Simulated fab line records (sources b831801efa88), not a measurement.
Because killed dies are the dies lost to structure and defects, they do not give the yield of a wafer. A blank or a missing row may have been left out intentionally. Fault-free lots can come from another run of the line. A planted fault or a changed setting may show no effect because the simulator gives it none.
Problem report in the 8D (eight disciplines) form, filled by code / flow sky130 / the parts of the form that need people (team, actions taken, sign-off) are left out

1. WHAT WENT WRONG
Mean of developer temp C at SKY_LOCAL_INTERCONNECT_DEVELOP_10: 23.04 C across 9 wafers in 3 lots; on wafers with no fault it is 20.97 C (standard deviation 0.11). That puts it +19 standard deviations away from the usual mean.
The step: develop time 60 s.
Seen first at day 34 18:00 on litho track-01, wafer L382.1. The record has a number at this step for 42 wafers belonging to 14 lots. Rule for "out" (also "out of limits"): further than 4 standard deviations from the usual mean. The other wafers with a number count as sound.

2. WHAT THIS IS AND IS NOT
question=which readings at this step | is=developer temp C | is not=exhaust pa
question=which lots | is=L382, L383, L384 | is not=L370, L371, L373, L375, L376, L379, L381, L390, L391, L392, L393
question=which wafers of those lots | is=all that have a number | is not=-
question=read on which tools | is=litho track-01 | is not=litho track-03, litho track-04
question=when | is=from day 34 18:00 | is not=up to then (21 sound wafers); but 12 sound wafers of L390, L391, L392, L393 came after

3. WHAT RULES OUT EACH SUSPECT
Counting: a tool stays on the suspect list if, at a process step up to the reading, it processed all lots that are out and no sound lot following the first of them.
- litho track-01 at SKY_LOCAL_INTERCONNECT_DEVELOP_10 (develop time 60 s): ruled out as a lasting fault. Sound lots L392 ran on it after its first lot that is out, L382 (day 34 18:00).
Left after counting: nothing in the record.

4. THE CAUSE (what the simulator had put in)
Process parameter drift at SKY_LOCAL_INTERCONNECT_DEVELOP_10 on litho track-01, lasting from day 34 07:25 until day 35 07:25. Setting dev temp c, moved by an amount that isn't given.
Counting ruled it out, wrongly.

5. THE EFFECT CHAIN, in route order
Each row: a reading whose mean over the struck wafers that have a number lies more than 3 standard deviations from the usual. Only readings for which the record gives a usual standard deviation are gone through. hours: the time from each lot's start at the first step in this table that gives one to its start at this step, as a median over the lots. sigmas: the change in usual standard deviations.
hours=0; step=SKY_LOCAL_INTERCONNECT_DEVELOP_10; reading=developer temp C; usual=20.97 C; on struck wafers=23.04; change=+2.07; sigmas=+19
Process steps it contains:
- SKY_LOCAL_INTERCONNECT_DEVELOP_10: develop time 60 s.
Later measuring or inspecting steps at which every struck wafer that the step has a row for has a number for every such reading, and none has moved that far: SKY_CONTACT_THK_MEAS_03.

6. HOW IT WOULD HAVE BEEN CAUGHT EARLIER
The fault began at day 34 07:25; the first out-of-limits reading in this record came at day 34 18:00, 11 hours later.
